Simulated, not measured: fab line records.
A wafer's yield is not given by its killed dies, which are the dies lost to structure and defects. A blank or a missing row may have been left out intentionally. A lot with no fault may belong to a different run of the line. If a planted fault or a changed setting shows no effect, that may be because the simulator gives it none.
fab line records / flow sfq_line
record lots=6 wafers=18 last_day=86
route steps=325 shown I7@296
lots untouched by any fault: they come from a run of this same line in which no faults occurred
start_h: hours from the record's opening day to when the first of the lot's shown wafers began / wait_h: time in hours since the lot's previous step / " as in the row above / L1.1+2: one row covering several wafers at once / - no value, or no start given / * or withheld: withheld / < > ~ a bound
route shown NAME@n: NAME is a module with steps in the file, n the number in the route of the first one / usual: the fault-free wafers' mean and standard deviation / same: alike in all rows / chamber/n: place in a boat / sites: each site's reading / _std_site: standard deviation of those values / _edge_site: inner sites' mean taken away from outer sites' mean / radius_mm: how far each site lies from the wafer's centre / mask NAME#n: copy n / behind: the last tool/chamber to shape the wafer / hold: why the lot went on hold/how many hours it stayed there/how the hold came to an end / device: whichever transistor did not switch (one of n, p or np) / end of line: the same wafers' tests at the end of the route / for a step that has no rows: nothing shown but its recipe / killed: dies lost to structure and defects at the first sort, not the wafer's yield / map: a wafer's dies, x killed, . not, _ none there
set.NAME: the run value of the setting; set.NAME@STEP: its run value at that earlier step / model.NAME: the simulator's own value behind a step, which no gauge read
lots at some steps of the route; a table a step, a row a wafer
services: from which hour (start_h, from the record's first day; less than 0 if before it) a tool's chamber was out of use, for how many hours, and why
## steps
# step SFQ_TRILAYER_I7_DEP_PECVD_183
# recipe material=SiO2 temp_c=150 time_s=111.11 pressure_torr=2.4 rf_w=183.3 precursor=SiH4/N2O target_thk_nm=500
# usual heater_power_w=84/22 showerhead_vpp_V=844/36 throttle_valve_pct=24.9/1
# same time_s=111.11
lot.wafer=L283.2 tool=pecvd-02 chamber=1 start_h=1656.94 wait_h=0.0 heater_power_w=82 showerhead_vpp_V=821 throttle_valve_pct=24.4
lot.wafer=L283.4 tool=pecvd-02 chamber=2 start_h=1656.94 wait_h=0.0 heater_power_w=111 showerhead_vpp_V=878 throttle_valve_pct=24.3
lot.wafer=L283.5 tool=pecvd-02 chamber=1 start_h=1656.94 wait_h=0.0 heater_power_w=84 showerhead_vpp_V=827 throttle_valve_pct=24.6
lot.wafer=L286.2 tool=pecvd-03 chamber=1 start_h=1827.49 wait_h=0.0 heater_power_w=49 showerhead_vpp_V=911 throttle_valve_pct=25.2
lot.wafer=L286.4 tool=pecvd-03 chamber=0 start_h=1827.49 wait_h=0.0 heater_power_w=107 showerhead_vpp_V=850 throttle_valve_pct=25.2
lot.wafer=L286.6 tool=pecvd-03 chamber=1 start_h=1827.49 wait_h=0.0 heater_power_w=53 showerhead_vpp_V=908 throttle_valve_pct=25.1
lot.wafer=L289.4 tool=pecvd-01 chamber=1 start_h=1844.33 wait_h=0.0 heater_power_w=104 showerhead_vpp_V=816 throttle_valve_pct=25.4
lot.wafer=L289.5 tool=pecvd-01 chamber=0 start_h=1844.33 wait_h=0.0 heater_power_w=53 showerhead_vpp_V=873 throttle_valve_pct=25.0
lot.wafer=L289.6 tool=pecvd-01 chamber=2 start_h=1844.33 wait_h=0.0 heater_power_w=99 showerhead_vpp_V=841 throttle_valve_pct=26.3
lot.wafer=L291.1 tool=pecvd-01 chamber=1 start_h=1850.29 wait_h=0.0 heater_power_w=110 showerhead_vpp_V=812 throttle_valve_pct=25.1
lot.wafer=L291.5 tool=pecvd-01 chamber=0 start_h=1850.29 wait_h=0.0 heater_power_w=59 showerhead_vpp_V=886 throttle_valve_pct=25.4
lot.wafer=L291.6 tool=pecvd-01 chamber=2 start_h=1850.29 wait_h=0.0 heater_power_w=91 showerhead_vpp_V=847 throttle_valve_pct=26.6
lot.wafer=L300.3 tool=pecvd-02 chamber=1 start_h=1865.89 wait_h=0.0 heater_power_w=87 showerhead_vpp_V=845 throttle_valve_pct=22.3
lot.wafer=L300.4 tool=pecvd-02 chamber=0 start_h=1865.89 wait_h=0.0 heater_power_w=57 showerhead_vpp_V=781 throttle_valve_pct=23.6
lot.wafer=L300.6 tool=pecvd-02 chamber=1 start_h=1865.89 wait_h=0.0 heater_power_w=90 showerhead_vpp_V=834 throttle_valve_pct=22.3
lot.wafer=L303.1 tool=pecvd-01 chamber=1 start_h=1870.69 wait_h=0.0 heater_power_w=115 showerhead_vpp_V=805 throttle_valve_pct=25.3
lot.wafer=L303.4 tool=pecvd-01 chamber=2 start_h=1870.69 wait_h=0.0 heater_power_w=101 showerhead_vpp_V=840 throttle_valve_pct=26.8
lot.wafer=L303.5 tool=pecvd-01 chamber=0 start_h=1870.69 wait_h=0.0 heater_power_w=60 showerhead_vpp_V=866 throttle_valve_pct=25.3
# step SFQ_TRILAYER_I7_CMP_CMP_184
# recipe material=SiO2 down_force_psi=3 platen_rpm=60 pad_velocity_m_s=0.94248
# usual motor_current_A=10.0/0.58 time_to_endpoint_s=212/9
lot.wafer=L283.2 tool=cmp-01 chamber=2 start_h=1658.02 wait_h=1.0 motor_current_A=10.2 time_to_endpoint_s=215
lot.wafer=L283.4 tool=cmp-01 chamber=3 start_h=1658.02 wait_h=1.0 motor_current_A=9.7 time_to_endpoint_s=205
lot.wafer=L283.5 tool=cmp-01 chamber=0 start_h=1658.02 wait_h=1.0 motor_current_A=10.5 time_to_endpoint_s=213
lot.wafer=L286.2 tool=cmp-02 chamber=3 start_h=1829.98 wait_h=2.4 motor_current_A=9.6 time_to_endpoint_s=208
lot.wafer=L286.4 tool=cmp-02 chamber=0 start_h=1829.98 wait_h=2.4 motor_current_A=9.0 time_to_endpoint_s=220
lot.wafer=L286.6 tool=cmp-02 chamber=1 start_h=1829.98 wait_h=2.4 motor_current_A=10.2 time_to_endpoint_s=208
lot.wafer=L289.4 tool=cmp-01 chamber=0 start_h=1846.16 wait_h=1.8 motor_current_A=10.6 time_to_endpoint_s=198
lot.wafer=L289.5 tool=cmp-01 chamber=0 start_h=1848.16 wait_h=3.8 motor_current_A=10.9 time_to_endpoint_s=205
lot.wafer=L289.6 tool=cmp-01 chamber=1 start_h=1848.16 wait_h=3.8 motor_current_A=10.2 time_to_endpoint_s=215
lot.wafer=L291.1 tool=cmp-02 chamber=3 start_h=1853.95 wait_h=3.6 motor_current_A=8.9 time_to_endpoint_s=194
lot.wafer=L291.5 tool=cmp-02 chamber=2 start_h=1855.45 wait_h=5.1 motor_current_A=10.4 time_to_endpoint_s=220
lot.wafer=L291.6 tool=cmp-02 chamber=3 start_h=1855.45 wait_h=5.1 motor_current_A=9.5 time_to_endpoint_s=207
lot.wafer=L300.4 tool=cmp-02 chamber=1 start_h=1880.45 wait_h=14.5 motor_current_A=9.6 time_to_endpoint_s=210
lot.wafer=L300.3 tool=cmp-02 chamber=2 start_h=1880.45 wait_h=14.5 motor_current_A=10.9 time_to_endpoint_s=214
lot.wafer=L300.6 tool=cmp-02 chamber=2 start_h=1882.95 wait_h=17.0 motor_current_A=10.3 time_to_endpoint_s=215
lot.wafer=L303.1 tool=cmp-02 chamber=0 start_h=1889.45 wait_h=18.7 motor_current_A=9.1 time_to_endpoint_s=206
lot.wafer=L303.4 tool=cmp-02 chamber=3 start_h=1890.95 wait_h=20.2 motor_current_A=8.9 time_to_endpoint_s=214
lot.wafer=L303.5 tool=cmp-02 chamber=1 start_h=1891.95 wait_h=21.2 motor_current_A=9.7 time_to_endpoint_s=206
# step SFQ_I7_BOW_MEAS_946
# recipe mode=bow
# usual I7_BOW=4/11
lot.wafer=L283.2 tool=film_metro-01 chamber=- start_h=1660.04 wait_h=1.5 I7_BOW[um]=-2
lot.wafer=L283.4 tool=film_metro-01 chamber=- start_h=1660.04 wait_h=1.5 I7_BOW[um]=12
lot.wafer=L283.5 tool=film_metro-01 chamber=- start_h=1660.04 wait_h=1.5 I7_BOW[um]=3
lot.wafer=L286.2 tool=film_metro-02 chamber=- start_h=1832.00 wait_h=1.5 I7_BOW[um]=-16
lot.wafer=L286.4 tool=film_metro-02 chamber=- start_h=1832.00 wait_h=1.5 I7_BOW[um]=-8
lot.wafer=L286.6 tool=film_metro-02 chamber=- start_h=1832.00 wait_h=1.5 I7_BOW[um]=-9
lot.wafer=L289.4 tool=film_metro-03 chamber=- start_h=1849.22 wait_h=2.6 I7_BOW[um]=23
lot.wafer=L289.5 tool=film_metro-03 chamber=- start_h=1849.22 wait_h=2.6 I7_BOW[um]=23
lot.wafer=L289.6 tool=film_metro-03 chamber=- start_h=1849.22 wait_h=2.6 I7_BOW[um]=20
lot.wafer=L291.1 tool=film_metro-02 chamber=- start_h=1856.45 wait_h=2.0 I7_BOW[um]=-8
lot.wafer=L291.5 tool=film_metro-02 chamber=- start_h=1856.45 wait_h=2.0 I7_BOW[um]=7
lot.wafer=L291.6 tool=film_metro-02 chamber=- start_h=1856.45 wait_h=2.0 I7_BOW[um]=-2
lot.wafer=L300.3 tool=film_metro-03 chamber=- start_h=1883.49 wait_h=2.0 I7_BOW[um]=26
lot.wafer=L300.4 tool=film_metro-03 chamber=- start_h=1883.49 wait_h=2.0 I7_BOW[um]=38
lot.wafer=L300.6 tool=film_metro-03 chamber=- start_h=1883.49 wait_h=2.0 I7_BOW[um]=25
lot.wafer=L303.1 tool=film_metro-03 chamber=- start_h=1892.45 wait_h=2.5 I7_BOW[um]=-1
lot.wafer=L303.4 tool=film_metro-03 chamber=- start_h=1892.45 wait_h=2.5 I7_BOW[um]=-2
lot.wafer=L303.5 tool=film_metro-03 chamber=- start_h=1892.45 wait_h=2.5 I7_BOW[um]=-1
# step SFQ_TRILAYER_I7_METRO_MEASURE_185
# usual thk_nm=199.8/1.4
lot.wafer=L283.2 tool=film_metro-01 chamber=- start_h=1660.34 wait_h=0.3 thk_nm=199.6
lot.wafer=L283.4 tool=film_metro-01 chamber=- start_h=1660.34 wait_h=0.3 thk_nm=199.6
lot.wafer=L283.5 tool=film_metro-01 chamber=- start_h=1660.34 wait_h=0.3 thk_nm=199.9
lot.wafer=L286.2 tool=film_metro-02 chamber=- start_h=1832.30 wait_h=0.3 thk_nm=200.6
lot.wafer=L286.4 tool=film_metro-02 chamber=- start_h=1832.30 wait_h=0.3 thk_nm=200.4
lot.wafer=L286.6 tool=film_metro-02 chamber=- start_h=1832.30 wait_h=0.3 thk_nm=199.7
lot.wafer=L289.4 tool=film_metro-03 chamber=- start_h=1849.88 wait_h=0.6 thk_nm=199.5
lot.wafer=L289.5 tool=film_metro-03 chamber=- start_h=1849.88 wait_h=0.6 thk_nm=198.4
lot.wafer=L289.6 tool=film_metro-03 chamber=- start_h=1849.88 wait_h=0.6 thk_nm=201.5
lot.wafer=L291.1 tool=film_metro-02 chamber=- start_h=1856.57 wait_h=0.1 thk_nm=199.6
lot.wafer=L291.5 tool=film_metro-02 chamber=- start_h=1856.57 wait_h=0.1 thk_nm=201.2
lot.wafer=L291.6 tool=film_metro-02 chamber=- start_h=1856.57 wait_h=0.1 thk_nm=199.3
lot.wafer=L300.3 tool=film_metro-03 chamber=- start_h=1883.97 wait_h=0.5 thk_nm=199.3
lot.wafer=L300.4 tool=film_metro-03 chamber=- start_h=1883.97 wait_h=0.5 thk_nm=198.6
lot.wafer=L300.6 tool=film_metro-03 chamber=- start_h=1883.97 wait_h=0.5 thk_nm=200.3
lot.wafer=L303.1 tool=film_metro-03 chamber=- start_h=1892.57 wait_h=0.1 thk_nm=197.0
lot.wafer=L303.4 tool=film_metro-03 chamber=- start_h=1892.57 wait_h=0.1 thk_nm=199.2
lot.wafer=L303.5 tool=film_metro-03 chamber=- start_h=1892.57 wait_h=0.1 thk_nm=197.4
# step SFQ_TRILAYER_I7_VIA_LITHO_COAT_192
# recipe resist=BARC spin_rpm=3000 resist_thk_nm=62
# step SFQ_TRILAYER_I7_VIA_LITHO_COAT_187
# recipe resist=KrF spin_rpm=3000 resist_thk_nm=650
# step SFQ_TRILAYER_I7_VIA_LITHO_SOFTBAKE_191
# recipe temp_c=withheld time_s=withheld resist=KrF
# step SFQ_TRILAYER_I7_VIA_LITHO_EXPOSE_188
# recipe mask_id=I7 na=0.6 source_shape=conventional sigma_outer=0.65 target_cd_nm=1000 dose_mj=21.3
# step SFQ_TRILAYER_I7_VIA_LITHO_PEB_190
# recipe peb_temp_c=115 peb_time_s=60 resist=KrF
# step SFQ_TRILAYER_I7_VIA_LITHO_DEVELOP_189
# recipe time_s=60 resist=KrF
# step SFQ_I7_OVL_MEAS_947
# usual I7_OVL=-2/4.8
lot.wafer=L283.2 tool=overlay-02 chamber=- start_h=1775.85 wait_h=0.1 I7_OVL[nm]=-4
lot.wafer=L283.4 tool=overlay-02 chamber=- start_h=1775.85 wait_h=0.1 I7_OVL[nm]=2
lot.wafer=L283.5 tool=overlay-02 chamber=- start_h=1775.85 wait_h=0.1 I7_OVL[nm]=0
lot.wafer=L286.2 tool=overlay-01 chamber=- start_h=1897.70 wait_h=0.1 I7_OVL[nm]=-6
lot.wafer=L286.4 tool=overlay-01 chamber=- start_h=1897.70 wait_h=0.1 I7_OVL[nm]=-6
lot.wafer=L286.6 tool=overlay-01 chamber=- start_h=1897.70 wait_h=0.1 I7_OVL[nm]=-3
lot.wafer=L289.4 tool=overlay-01 chamber=- start_h=1919.31 wait_h=0.1 I7_OVL[nm]=-3
lot.wafer=L289.5 tool=overlay-01 chamber=- start_h=1919.31 wait_h=0.1 I7_OVL[nm]=-1
lot.wafer=L289.6 tool=overlay-01 chamber=- start_h=1919.31 wait_h=0.1 I7_OVL[nm]=3
lot.wafer=L291.1 tool=overlay-01 chamber=- start_h=1926.49 wait_h=0.1 I7_OVL[nm]=9
lot.wafer=L291.5 tool=overlay-01 chamber=- start_h=1926.49 wait_h=0.1 I7_OVL[nm]=4
lot.wafer=L291.6 tool=overlay-01 chamber=- start_h=1926.49 wait_h=0.1 I7_OVL[nm]=9
lot.wafer=L300.3 tool=overlay-01 chamber=- start_h=1972.11 wait_h=0.1 I7_OVL[nm]=-10
lot.wafer=L300.4 tool=overlay-01 chamber=- start_h=1972.11 wait_h=0.1 I7_OVL[nm]=-9
lot.wafer=L300.6 tool=overlay-01 chamber=- start_h=1972.11 wait_h=0.1 I7_OVL[nm]=2
lot.wafer=L303.1 tool=overlay-02 chamber=- start_h=1982.07 wait_h=0.1 I7_OVL[nm]=-2
lot.wafer=L303.4 tool=overlay-02 chamber=- start_h=1982.07 wait_h=0.1 I7_OVL[nm]=4
lot.wafer=L303.5 tool=overlay-02 chamber=- start_h=1982.07 wait_h=0.1 I7_OVL[nm]=5
# step SFQ_TRILAYER_I7_VIA_BARC_OPEN_VIA_ETCH_260
# recipe mask_material=PR chemistry=O2 target_depth_nm=125 target=BARC source_w=500 bias_w=80 pressure_mtorr=30 time_s=41.7
# usual bias_w=80.02/0.24 drypump_motor_current_A=5.5/0.4 oes_product_au=0.684/0.005
# same time_s=41.7
lot.wafer=L283.2 tool=rie_diel-04 chamber=3 start_h=1775.88 wait_h=0.0 bias_w=79.87 drypump_motor_current_A=5.4 oes_product_au=0.683 rf_hours_counter_h=0
lot.wafer=L283.4 tool=rie_diel-04 chamber=1 start_h=1775.88 wait_h=0.0 bias_w=79.85 drypump_motor_current_A=6.0 oes_product_au=0.686 rf_hours_counter_h=5
lot.wafer=L283.5 tool=rie_diel-04 chamber=3 start_h=1775.88 wait_h=0.0 bias_w=80.27 drypump_motor_current_A=5.4 oes_product_au=0.681 rf_hours_counter_h=-
lot.wafer=L286.2 tool=rie_diel-03 chamber=2 start_h=1897.73 wait_h=0.0 bias_w=80.04 drypump_motor_current_A=6.1 oes_product_au=0.679 rf_hours_counter_h=7
lot.wafer=L286.4 tool=rie_diel-03 chamber=1 start_h=1897.73 wait_h=0.0 bias_w=80.07 drypump_motor_current_A=4.8 oes_product_au=0.688 rf_hours_counter_h=11
lot.wafer=L286.6 tool=rie_diel-03 chamber=3 start_h=1897.73 wait_h=0.0 bias_w=80.00 drypump_motor_current_A=5.1 oes_product_au=0.686 rf_hours_counter_h=-
lot.wafer=L289.4 tool=rie_diel-03 chamber=1 start_h=1919.33 wait_h=0.0 bias_w=80.47 drypump_motor_current_A=4.8 oes_product_au=0.684 rf_hours_counter_h=12
lot.wafer=L289.5 tool=rie_diel-03 chamber=2 start_h=1919.33 wait_h=0.0 bias_w=79.78 drypump_motor_current_A=6.1 oes_product_au=0.683 rf_hours_counter_h=-
lot.wafer=L289.6 tool=rie_diel-03 chamber=3 start_h=1919.33 wait_h=0.0 bias_w=80.45 drypump_motor_current_A=5.1 oes_product_au=0.682 rf_hours_counter_h=-
lot.wafer=L291.1 tool=rie_diel-03 chamber=3 start_h=1926.53 wait_h=0.0 bias_w=79.72 drypump_motor_current_A=5.1 oes_product_au=0.688 rf_hours_counter_h=16
lot.wafer=L291.5 tool=rie_diel-03 chamber=3 start_h=1926.53 wait_h=0.0 bias_w=79.49 drypump_motor_current_A=5.1 oes_product_au=0.677 rf_hours_counter_h=-
lot.wafer=L291.6 tool=rie_diel-03 chamber=2 start_h=1926.53 wait_h=0.0 bias_w=80.30 drypump_motor_current_A=6.1 oes_product_au=0.682 rf_hours_counter_h=-
lot.wafer=L300.3 tool=rie_diel-02 chamber=0 start_h=1972.14 wait_h=0.0 bias_w=80.03 drypump_motor_current_A=5.5 oes_product_au=0.674 rf_hours_counter_h=6
lot.wafer=L300.4 tool=rie_diel-02 chamber=2 start_h=1972.14 wait_h=0.0 bias_w=79.73 drypump_motor_current_A=5.6 oes_product_au=0.690 rf_hours_counter_h=1
lot.wafer=L300.6 tool=rie_diel-02 chamber=1 start_h=1972.14 wait_h=0.0 bias_w=80.12 drypump_motor_current_A=5.8 oes_product_au=0.685 rf_hours_counter_h=-
lot.wafer=L303.1 tool=rie_diel-04 chamber=2 start_h=1982.10 wait_h=0.0 bias_w=80.18 drypump_motor_current_A=5.2 oes_product_au=0.679 rf_hours_counter_h=5
lot.wafer=L303.4 tool=rie_diel-04 chamber=1 start_h=1982.10 wait_h=0.0 bias_w=79.94 drypump_motor_current_A=5.9 oes_product_au=0.679 rf_hours_counter_h=-
lot.wafer=L303.5 tool=rie_diel-04 chamber=2 start_h=1982.10 wait_h=0.0 bias_w=80.24 drypump_motor_current_A=5.2 oes_product_au=0.689 rf_hours_counter_h=-
# step SFQ_TRILAYER_I7_VIA_ETCH_VIA_ETCH_190
# recipe target=SiO2 stop_on=Nb mask_material=PR taper_deg=20 chemistry=CHF3 target_depth_nm=260 source_w=500 bias_w=80 pressure_mtorr=30 time_s=withheld
# usual bias_w=80.00/0.23 drypump_motor_current_A=5.5/0.4 oes_product_au=0.854/0.0059
lot.wafer=L283.2 tool=rie_diel-04 chamber=3 start_h=1775.92 wait_h=0.0 bias_w=79.80 drypump_motor_current_A=5.4 oes_product_au=0.854
lot.wafer=L283.4 tool=rie_diel-04 chamber=1 start_h=1775.92 wait_h=0.0 bias_w=80.29 drypump_motor_current_A=5.9 oes_product_au=0.848
lot.wafer=L283.5 tool=rie_diel-04 chamber=3 start_h=1775.92 wait_h=0.0 bias_w=79.83 drypump_motor_current_A=5.4 oes_product_au=0.849
lot.wafer=L286.2 tool=rie_diel-03 chamber=2 start_h=1897.77 wait_h=0.0 bias_w=80.17 drypump_motor_current_A=6.1 oes_product_au=0.862
lot.wafer=L286.4 tool=rie_diel-03 chamber=1 start_h=1897.77 wait_h=0.0 bias_w=79.87 drypump_motor_current_A=4.8 oes_product_au=0.861
lot.wafer=L286.6 tool=rie_diel-03 chamber=3 start_h=1897.77 wait_h=0.0 bias_w=79.56 drypump_motor_current_A=5.1 oes_product_au=0.858
lot.wafer=L289.4 tool=rie_diel-03 chamber=1 start_h=1919.37 wait_h=0.0 bias_w=63.40 drypump_motor_current_A=4.8 oes_product_au=0.848
lot.wafer=L289.5 tool=rie_diel-03 chamber=2 start_h=1919.37 wait_h=0.0 bias_w=63.63 drypump_motor_current_A=6.1 oes_product_au=0.850
lot.wafer=L289.6 tool=rie_diel-03 chamber=3 start_h=1919.37 wait_h=0.0 bias_w=63.58 drypump_motor_current_A=5.1 oes_product_au=0.853
lot.wafer=L291.1 tool=rie_diel-03 chamber=3 start_h=1926.57 wait_h=0.0 bias_w=63.58 drypump_motor_current_A=5.1 oes_product_au=0.847
lot.wafer=L291.5 tool=rie_diel-03 chamber=3 start_h=1926.57 wait_h=0.0 bias_w=63.62 drypump_motor_current_A=5.1 oes_product_au=0.857
lot.wafer=L291.6 tool=rie_diel-03 chamber=2 start_h=1926.57 wait_h=0.0 bias_w=63.75 drypump_motor_current_A=6.1 oes_product_au=0.847
lot.wafer=L300.3 tool=rie_diel-02 chamber=0 start_h=1972.18 wait_h=0.0 bias_w=80.11 drypump_motor_current_A=5.5 oes_product_au=0.855
lot.wafer=L300.4 tool=rie_diel-02 chamber=2 start_h=1972.18 wait_h=0.0 bias_w=79.83 drypump_motor_current_A=5.5 oes_product_au=0.856
lot.wafer=L300.6 tool=rie_diel-02 chamber=1 start_h=1972.18 wait_h=0.0 bias_w=80.13 drypump_motor_current_A=5.8 oes_product_au=0.851
lot.wafer=L303.1 tool=rie_diel-04 chamber=2 start_h=1982.14 wait_h=0.0 bias_w=79.71 drypump_motor_current_A=5.2 oes_product_au=0.848
lot.wafer=L303.4 tool=rie_diel-04 chamber=1 start_h=1982.14 wait_h=0.0 bias_w=79.79 drypump_motor_current_A=6.0 oes_product_au=0.853
lot.wafer=L303.5 tool=rie_diel-04 chamber=2 start_h=1982.14 wait_h=0.0 bias_w=79.76 drypump_motor_current_A=5.2 oes_product_au=0.843
# step SFQ_TRILAYER_I7_VIA_STRIP_STRIP_191
# recipe gas=O2 power_w=200 platen_temp_c=40 overash_fraction=0.65 chemistry=O2 pressure_mtorr=50
# usual drypump_motor_current_A=6.1/0.41 oes_product_au=0.998/0.011
lot.wafer=L283.2 tool=rie_metal-03 chamber=0 start_h=1776.03 wait_h=- drypump_motor_current_A=6.3 oes_product_au=1.005 rf_hours_counter_h=77
lot.wafer=L283.4 tool=rie_metal-03 chamber=1 start_h=1776.03 wait_h=- drypump_motor_current_A=6.6 oes_product_au=1.011 rf_hours_counter_h=-
lot.wafer=L283.5 tool=rie_metal-03 chamber=1 start_h=1776.03 wait_h=- drypump_motor_current_A=6.6 oes_product_au=1.015 rf_hours_counter_h=-
lot.wafer=L286.2 tool=rie_metal-04 chamber=0 start_h=1897.88 wait_h=- drypump_motor_current_A=5.7 oes_product_au=0.992 rf_hours_counter_h=80
lot.wafer=L286.4 tool=rie_metal-04 chamber=1 start_h=1897.88 wait_h=- drypump_motor_current_A=5.5 oes_product_au=1.001 rf_hours_counter_h=-
lot.wafer=L286.6 tool=rie_metal-04 chamber=1 start_h=1897.88 wait_h=- drypump_motor_current_A=5.6 oes_product_au=1.001 rf_hours_counter_h=-
lot.wafer=L289.4 tool=rie_metal-03 chamber=1 start_h=1919.68 wait_h=- drypump_motor_current_A=6.6 oes_product_au=1.000 rf_hours_counter_h=-
lot.wafer=L289.5 tool=rie_metal-03 chamber=1 start_h=1919.68 wait_h=- drypump_motor_current_A=6.6 oes_product_au=1.007 rf_hours_counter_h=-
lot.wafer=L289.6 tool=rie_metal-03 chamber=0 start_h=1919.68 wait_h=- drypump_motor_current_A=6.2 oes_product_au=0.975 rf_hours_counter_h=-
lot.wafer=L291.1 tool=rie_metal-03 chamber=1 start_h=1926.68 wait_h=- drypump_motor_current_A=6.6 oes_product_au=0.997 rf_hours_counter_h=34
lot.wafer=L291.5 tool=rie_metal-03 chamber=1 start_h=1926.68 wait_h=- drypump_motor_current_A=6.6 oes_product_au=0.993 rf_hours_counter_h=-
lot.wafer=L291.6 tool=rie_metal-03 chamber=0 start_h=1926.68 wait_h=- drypump_motor_current_A=6.2 oes_product_au=0.983 rf_hours_counter_h=-
lot.wafer=L300.3 tool=rie_metal-03 chamber=0 start_h=1972.49 wait_h=- drypump_motor_current_A=6.2 oes_product_au=1.007 rf_hours_counter_h=-
lot.wafer=L300.4 tool=rie_metal-03 chamber=1 start_h=1972.49 wait_h=- drypump_motor_current_A=6.6 oes_product_au=1.009 rf_hours_counter_h=-
lot.wafer=L300.6 tool=rie_metal-03 chamber=0 start_h=1972.49 wait_h=- drypump_motor_current_A=6.2 oes_product_au=1.009 rf_hours_counter_h=-
lot.wafer=L303.1 tool=rie_metal-03 chamber=0 start_h=1982.25 wait_h=- drypump_motor_current_A=6.2 oes_product_au=0.990 rf_hours_counter_h=107
lot.wafer=L303.4 tool=rie_metal-03 chamber=1 start_h=1982.25 wait_h=- drypump_motor_current_A=6.5 oes_product_au=1.001 rf_hours_counter_h=-
lot.wafer=L303.5 tool=rie_metal-03 chamber=0 start_h=1982.25 wait_h=- drypump_motor_current_A=6.2 oes_product_au=0.996 rf_hours_counter_h=-
## services
tool=rie_diel-03 chamber=3 start_h=1633.54 hours=8.1 kind=repair
tool=film_metro-03 chamber=- start_h=1640.42 hours=4.7 kind=pm
tool=rie_metal-03 chamber=- start_h=1641.04 hours=2.8 kind=pm
tool=rie_diel-04 chamber=3 start_h=1650.28 hours=5.5 kind=repair
tool=rie_diel-04 chamber=1 start_h=1650.32 hours=5.3 kind=repair
tool=rie_diel-03 chamber=- start_h=1664.08 hours=0.5 kind=repair
tool=rie_diel-03 chamber=- start_h=1680.26 hours=2.8 kind=pm
tool=rie_metal-03 chamber=0 start_h=1726.42 hours=20.9 kind=repair
tool=cmp-02 chamber=- start_h=1778.11 hours=4.0 kind=pm
tool=rie_diel-04 chamber=1 start_h=1785.80 hours=2.3 kind=repair
tool=rie_diel-04 chamber=- start_h=1800.47 hours=0.9 kind=repair
tool=cmp-02 chamber=- start_h=1806.65 hours=0.8 kind=repair
tool=rie_diel-03 chamber=1 start_h=1819.70 hours=4.9 kind=repair
tool=rie_diel-04 chamber=2 start_h=1833.23 hours=2.7 kind=repair
tool=rie_diel-03 chamber=3 start_h=1839.68 hours=7.5 kind=repair
tool=rie_diel-03 chamber=3 start_h=1851.60 hours=1.2 kind=repair
tool=rie_diel-03 chamber=- start_h=1858.78 hours=0.1 kind=repair
tool=rie_diel-03 chamber=3 start_h=1878.19 hours=4.3 kind=repair
tool=rie_diel-04 chamber=0 start_h=1900.90 hours=2.4 kind=repair
tool=rie_diel-04 chamber=2 start_h=1906.62 hours=4.0 kind=repair
tool=cmp-02 chamber=- start_h=1928.47 hours=1.3 kind=repair
tool=cmp-02 chamber=- start_h=1937.73 hours=1.3 kind=repair
tool=cmp-02 chamber=- start_h=1957.08 hours=2.5 kind=repair
tool=cmp-02 chamber=- start_h=1959.79 hours=14.1 kind=repair
## key
first_sign step=SFQ_TRILAYER_I7_VIA_ETCH_VIA_ETCH_190 reading=bias_w direction=down sigmas=70 usual=80.00 struck=63.59
effect none on later readings
met_at SFQ_TRILAYER_I7_VIA_ETCH_VIA_ETCH_190
struck_wafers L289.4,L289.5,L289.6,L291.1,L291.5,L291.6
onset_between 1897.77 1919.37
fault kind=process_parameter_drift tool=rie_diel-03 chamber=- onset_h=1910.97 steps=SFQ_TRILAYER_I7_VIA_ETCH_VIA_ETCH_190 channel=bias_w offset=-16.504 shape=step end_h=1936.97 acts_in=these_recipes_only stated=80
